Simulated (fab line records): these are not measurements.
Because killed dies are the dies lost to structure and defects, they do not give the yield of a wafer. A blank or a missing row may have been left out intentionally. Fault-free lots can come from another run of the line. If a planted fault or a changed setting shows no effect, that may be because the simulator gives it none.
Which tool is to blame? / flow sky130 / 6 lots (18 wafers sampled), 1 step of a 708-step route

## WHAT EACH GAUGE READ, for each wafer
SKY_VIA3_OVL_MEAS_13.
lot=L264; measured=day 40 17:26; on=overlay-01; VIA3_OVL (nm)=-8 -11 -10
lot=L267; measured=day 41 13:47; on=overlay-01; VIA3_OVL (nm)=-3 6 -3
lot=L275; measured=day 43 16:24; on=overlay-02; VIA3_OVL (nm)=-5 -8 -8
lot=L279; measured=day 44 17:50; on=overlay-02; VIA3_OVL (nm)=8 7 -2
lot=L282; measured=day 45 07:53; on=overlay-01; VIA3_OVL (nm)=-7 -6 1
lot=L285; measured=day 46 01:18; on=overlay-02; VIA3_OVL (nm)=4 1 8

## WHICH TOOL RAN EACH LOT (tool, then ch and the chambers of the sampled wafers, then the start)
Before these readings, the record contains no process step.

## THE ANSWER, worked out from the rows above alone
Rule: what is usual is taken from the lots themselves. The widest of any qualifying gaps counts: lots, ordered by their means at a reading, are off when they make up no more than a third of the lots, leave a main group of 4 or more, and stand apart from it by 3 or more times the standard deviation of that group's means. A main group is skipped when, at the precision printed for the reading in the tables above, its means are all equal. Also off: a lot with no number at a reading for which 4 or more lots have one. All remaining lots with rows at the step are treated as sound.
None of the lots is off at any reading shown; this tells nothing.

## WHAT THE SIMULATOR HAD PUT IN
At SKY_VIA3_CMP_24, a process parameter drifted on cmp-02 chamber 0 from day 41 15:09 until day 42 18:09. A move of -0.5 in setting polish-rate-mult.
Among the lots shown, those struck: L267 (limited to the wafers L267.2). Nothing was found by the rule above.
